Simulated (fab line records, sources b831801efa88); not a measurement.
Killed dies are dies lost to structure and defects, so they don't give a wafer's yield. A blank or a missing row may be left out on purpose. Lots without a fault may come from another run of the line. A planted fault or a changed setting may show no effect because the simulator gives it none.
A struck lot beside a sound one | flow sky130 | 22 steps out of a route of 708
Sound: wafers L979.3, L979.4, L979.5. Struck: wafers L981.2, L981.3, L981.6. The cause comes at the end.
At each step with rows: each side's tool, then ch and its chambers, then its first start. Under that, the readings that differ: sound wafers | struck wafers | difference of the means | sigmas: that difference in standard deviations of wafers without a fault.
alike: readings whose means differ by less than 2 such deviations, and words and numbers that are the same on both sides. not compared: withheld readings, readings that some wafer has no value for, bounds like >300 that may hide the same value, and numbers for which the record gives no deviation and whose values overlap.
The two part at a step that has a row with sigmas, a row that says differs or no value, or rows on one side only. Numbers that don't overlap but have no deviation are shown without sigmas and don't part them. A reading that every wafer of one side lacks parts them only if that side has two wafers or more.

SKY_METAL3_SPUTTER_00: material Ti, target thk 15 nm, time 10 s.
  sound on pvd_sputter-01, day 39 04:52; struck on pvd_sputter-02, day 39 17:03
  alike: chamber_pressure_pa, throttle_valve_pct
SKY_METAL3_SPUTTER_01: material TiN, target thk 20 nm, time 16.7 s.
  sound on pvd_sputter-01, day 39 04:53; struck on pvd_sputter-02, day 39 17:05
  alike: chamber_pressure_pa, throttle_valve_pct
then, 1 step without rows for these wafers: SKY_METAL3_SPUTTER_02 (material AlCu, target thk 735 nm, time 39.1 s).
SKY_METAL3_SPUTTER_03: material Ti, target thk 5 nm, time 3.3 s.
  sound on pvd_sputter-01, day 39 04:57; struck on pvd_sputter-02, day 39 17:08
  alike: chamber_pressure_pa, throttle_valve_pct
SKY_METAL3_SPUTTER_04: material TiN, target thk 70 nm, time 58.3 s.
  sound on pvd_sputter-01, day 39 04:58; struck on pvd_sputter-02, day 39 17:10
  alike: chamber_pressure_pa, throttle_valve_pct
then, 1 step without rows for these wafers: SKY_CAPM_CVD_00 (deposits SiO2, target thk 15.5 nm).
SKY_CAPM_THK_MEAS_01:
  sound on film_metro-02, day 39 05:04; struck on film_metro-01, day 39 17:14
  reading              | sound             | struck            | difference | sigmas
  CAPM_CVD_00_THK (nm) | 15.90 15.96 16.28 | 15.13 14.96 15.48 | -0.86      | -3
SKY_CAPM_SPUTTER_02: material TiN, target thk 200 nm, time 159.7 s.
  sound on pvd_sputter-04, day 39 05:07; struck on pvd_sputter-01, day 39 17:17
  alike: chamber_pressure_pa, throttle_valve_pct
SKY_CAPM_RS_MEAS_03: measures by four-point-probe.
  sound on film_metro-04, day 39 05:16; struck on film_metro-04, day 39 17:25
  alike: CAPM_TIN_RS
SKY_CAPM_THK_MEAS_04: measures by xrf.
  sound on film_metro-04, day 39 05:22; struck on film_metro-04, day 39 17:32
  alike: CAPM_TIN_THK
then, 2 steps without rows for these wafers: SKY_CAPM_DEHYDRATE_05 (time 60 s); SKY_CAPM_HMDS_06 (prime time 60 s).
SKY_CAPM_COAT_07: resist thk 1140 nm.
  sound on litho_track-03 ch 0, day 39 17:05; struck on litho_track-03 ch 0, day 40 05:18
  reading                                   | sound                | struck               | difference | sigmas
  spin_speed_rpm (rpm)                      | 2998.7 2997.3 2998.7 | 3148.5 3146.3 3145.5 | +148.5     | +68
  model.NOVOLAK_of_CAPM_COAT_07.thk_nm (nm) | 1141 1142 1140       | 1116 1113 1115       | -26        |
  alike: resist_line_temp_C
then, 4 steps without rows for these wafers: SKY_CAPM_SOFTBAKE_08 (time 60 s); SKY_CAPM_EXPOSE_09 (exposes mask CAPM, target cd 1000 nm); SKY_CAPM_PEB_10; SKY_CAPM_DEVELOP_11 (develop time 60 s).
SKY_CAPM_OVL_MEAS_12:
  sound on overlay-02, day 40 05:02; struck on overlay-02, day 40 16:57
  reading       | sound       | struck         | difference | sigmas
  CAPM_OVL (nm) | 1.6 0.6 1.5 | -0.5 -1.5 -1.0 | -2.2       | -2
SKY_CAPM_METAL_ETCH_13: etches TiN in Cl2/BCl3, stops on SiO2, target depth 220 nm, time 62.9 s.
  sound on rie_metal-02 ch 0,1, day 40 05:05; struck on rie_metal-01 ch 0,1, day 40 16:59
  reading                                   | sound             | struck            | difference | sigmas
  drypump_motor_current_A (A)               | 4.9 4.9 4.9       | 5.8 5.8 5.5       | +0.8       | +3
  model.NOVOLAK_of_CAPM_COAT_07.thk_nm (nm) | 994.7 999.1 997.1 | 966.7 962.9 965.6 | -31.9      |
  alike: oes_product_au, throttle_valve_pct
  not compared: rf_hours_counter_h
SKY_CAPM_STRIP_14: strips in O2/N2.
  sound on plasma_asher-01 ch 0,1, day 40 05:11; struck on plasma_asher-02 ch 0,1, day 40 17:03
  reading                      | sound             | struck            | difference | sigmas
  strip_time_to_endpoint_s (s) | 12.67 12.72 12.69 | 12.33 12.32 12.33 | -0.37      | -6
  alike: drypump_motor_current_A, oes_product_au
  not compared: rf_hours_counter_h
then, 1 step without rows for these wafers: SKY_CAPM_STRIP_15 (strips in post etch residue remover, time 1200 s).
-- the record jumps here: 8 days lie between the struck wafers' starts before and after (it left off in module CAPM and takes up again in module PAD_OPEN, whose first step shown is number 708 of the route) --
SKY_PAD_OPEN_PROBE_99:
  sound on prober-02, day 47 23:23; struck on prober-02, day 48 11:13
  alike: defect_limited_yield, killed_at_M0_to_M3, killed_at_M4_up, killed_at_contacts, killed_at_front_end, killed_at_other, killed_dies, killed_open, killed_short, sort_bin_3_pad_short, sort_bin_5_function, sort_bin_6_memory, sort_bin_8_speed, sort_n_pass, sort_yield_pct

WHERE THEY PART
First at SKY_CAPM_THK_MEAS_01; last, within this record, at SKY_CAPM_STRIP_14. Later steps at which nothing parts them and some readings are alike: SKY_PAD_OPEN_PROBE_99.

WHY: what the simulator had put in
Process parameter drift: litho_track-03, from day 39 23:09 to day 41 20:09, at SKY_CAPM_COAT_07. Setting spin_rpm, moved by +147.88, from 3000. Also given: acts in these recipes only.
